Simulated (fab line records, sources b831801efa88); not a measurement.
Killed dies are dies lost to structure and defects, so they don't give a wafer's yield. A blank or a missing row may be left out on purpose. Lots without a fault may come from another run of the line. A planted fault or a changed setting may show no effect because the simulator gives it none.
Chamber matching | flow gf180mcu | GF_V5_ETCH_16 on rie_diel-03: 4 sister chambers
The step etches BARC in N2/H2. 4 wafers are shown with their chamber, then 8 later ones without.

WAFERS WITH THEIR CHAMBER
wafer  | chamber | oes_product_au (a.u.)
L080.5 | 0       | 0.865
L082.3 | 3       | 0.856
L082.4 | 2       | 0.857
L088.2 | 1       | 0.865

WAFERS WITHOUT THEIR CHAMBER
wafer  | oes_product_au (a.u.)
L088.3 | 0.862
L088.5 | 0.862
L093.1 | 0.853
L093.4 | 0.854
L093.6 | 0.853
L094.1 | 0.857
L094.2 | 0.855
L094.3 | 0.852

WHICH CHAMBER EACH WENT THROUGH
wafer  | from the rows above               | in truth
L088.3 | can't be placed: 0 or 1 or 2 or 3 | 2
L088.5 | can't be placed: 0 or 1 or 2 or 3 | 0
L093.1 | can't be placed: 3 or 2           | 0
L093.4 | can't be placed: 3 or 2           | 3
L093.6 | can't be placed: 3 or 2           | 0
L094.1 | can't be placed: 2 or 3           | 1
L094.2 | can't be placed: 3 or 2           | 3
L094.3 | can't be placed: 3 or 2           | 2
Placed correctly: 0 of 8. Can't be placed from these rows: 8 (the true chamber is among the candidates in 5). Placed wrongly: 0.
How it was worked out, from the rows above alone: a wafer's distance from a chamber is the root of the sum, over the readings, of the square of ((its reading less the chamber's mean) divided by the reading's scatter). The wafer belongs to the nearest chamber; if the next one is less than 2 further off, it can't be placed. A chamber's mean is the mean of its shown wafers. The scatter: with one shown wafer a chamber, the root of the mean of the squares of how far each hidden wafer lies from its nearest shown one.
